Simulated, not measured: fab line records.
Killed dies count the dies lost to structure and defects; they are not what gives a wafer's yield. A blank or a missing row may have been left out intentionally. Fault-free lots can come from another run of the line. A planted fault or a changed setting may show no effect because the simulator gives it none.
Matching of chambers -- flow gf180mcu -- GF_V3_ETCH_16 on rie-diel-03: 4 sister chambers
The step etches BARC in N2/H2. 14 wafers are shown with their chamber, then 7 later ones without.

## WAFERS WITH THEIR CHAMBER
wafer,chamber,drypump-motor-current-A (A),throttle-valve-pct (%),oes-product-au (a.u.)
L077.2,2,5.3,13.227,0.852
L077.3,0,5.7,13.214,0.853
L077.5,2,5.3,13.233,0.853
L080.3,3,5.2,13.225,0.853
L080.5,1,5.5,13.229,0.855
L080.6,2,5.3,13.223,0.860
L082.2,1,5.4,13.227,0.853
L082.4,2,5.4,13.234,0.853
L082.5,0,5.7,13.232,0.855
L085.1,0,5.7,13.229,0.848
L085.3,1,5.4,13.236,0.853
L085.6,1,5.4,13.249,0.848
L086.3,1,5.4,13.219,0.857
L086.5,1,5.5,13.228,0.857

SIGNATURES (means of the wafers above)
reading,chamber 0,chamber 1,chamber 2,chamber 3,scatter within a chamber
drypump-motor-current-A,5.700,5.433,5.325,5.200,0.0456
throttle-valve-pct,13.22500,13.23133,13.22925,13.22500,0.00888
oes-product-au,0.85200,0.85383,0.85450,0.85300,0.00352
Rule: a wafer's distance from a chamber is the root of the sum, over the readings, of the square of ((its reading less the chamber's mean) divided by the reading's scatter). If the next closest chamber is less than 2 further off than the closest, the wafer can't be placed; otherwise it belongs to the closest. The scatter: take each reading less its chamber's mean, square it, sum over the shown wafers, divide by the number of wafers less the number of chambers, and take the root.

## WAFERS WHOSE CHAMBER IS MISSING
wafer,drypump-motor-current-A (A),throttle-valve-pct (%),oes-product-au (a.u.)
L086.6,5.4,13.223,0.853
L092.1,5.8,13.214,0.856
L092.2,5.3,13.228,0.856
L092.3,5.4,13.214,0.849
L094.1,5.8,13.227,0.851
L094.4,5.1,13.237,0.852
L094.5,5.1,13.224,0.854

## EACH ONE'S CHAMBER
wafer,from the rows above,in truth
L086.6,can't be placed: 1 or 2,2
L092.1,0,0
L092.2,can't be placed: 2 or 3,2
L092.3,can't be placed: 1 or 2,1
L094.1,0,0
L094.4,3,3
L094.5,3,3
Correct placement for 4 of the 7. These rows do not allow placing 3 (true chamber among the candidates in 3). Wrongly placed: 0.
